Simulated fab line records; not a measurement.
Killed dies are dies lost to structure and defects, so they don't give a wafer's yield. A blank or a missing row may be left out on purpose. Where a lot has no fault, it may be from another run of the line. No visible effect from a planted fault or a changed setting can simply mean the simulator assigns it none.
A single fault, viewed from 2 desks ; flow sky130 ; only its own numbers are on each desk; what lay behind them is given at the end

THE METROLOGY DESK
What the gauges read for every lot (on any tool): the sampled wafers with a number, averaged. Marked OUT: a lot whose mean sits more than 4 standard deviations from the usual mean, which makes it out of limits; the brackets give that distance.
Columns: A = VT_ADJUST_HVTR_OVL at SKY_VT_ADJUST_HVTR_OVL_MEAS_08, usual 0.1 nm; B = SONOS_ONO_CVD_02_THK at SKY_SONOS_ONO_THK_MEAS_03, usual 10.48 nm
lot;first seen here;A;B
L575;day 9 23:20;-0.2;10.52
L576;day 10 09:30;0.5;10.55
L578;day 10 21:07;1.0;10.37
L579;day 11 02:36;-0.1;10.53
L580;day 11 12:24;0.8;10.34
L581;day 11 17:59;1.6;10.63
L582;day 12 02:23;0.8;10.36
L583;day 12 11:47;-0.2;10.44
L584;day 12 16:53;-0.8;10.38
L586;day 13 09:20;0.8;10.50
L587;day 13 19:31;-1.2;10.52
L589;day 14 06:53;0.7;10.47
L591;day 14 19:18;0.3;10.55
This desk's finding: nothing out of limits on any of the 13 lots.

AT THE TOOL OWNER'S DESK: iline-stepper-02
The tool's own readings at SKY_SONOS_TUNNEL_EXPOSE_04 (exposes mask TUNM, target cd 410 nm): means of the sampled wafers that have a number, for each lot that ran on this tool. Marked OUT: a lot whose mean sits more than 4 standard deviations from the usual mean, which makes it out of limits; the brackets give that distance.
Columns: A = exposure-dose-mJ-cm2 at SKY_SONOS_TUNNEL_EXPOSE_04, usual 135.94
lot;first seen here;A
L575;day 11 09:26;136.10
L576;day 11 19:46;135.78
L578;day 12 08:35;136.01
L579;day 12 15:58;135.88
L587;day 15 11:49;135.98
L591;day 16 12:55;135.14 (-6.2) OUT
This desk's finding: out of limits on L591; first on L591, day 16 12:55 (exposure-dose-mJ-cm2 at SKY_SONOS_TUNNEL_EXPOSE_04). Within limits: L575, L576, L578, L579, L587.

ALL TOGETHER
On L591, at day 16 12:55, an alarm was possible from the tool owner's desk.
The metrology desk saw nothing out of limits.
The metrology desk holds a record of L591, inside its limits.
The lots listed all ran SKY_SONOS_TUNNEL_EXPOSE_04 on iline-stepper-02.

WHAT HAD BEEN PUT IN BY THE SIMULATOR
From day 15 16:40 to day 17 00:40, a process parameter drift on iline-stepper-02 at SKY_SONOS_TUNNEL_EXPOSE_04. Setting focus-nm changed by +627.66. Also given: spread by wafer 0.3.
Struck lots among those shown: L591.
Each desk's first reading out of limits, in hours after the fault started: the tool owner's desk, 20.
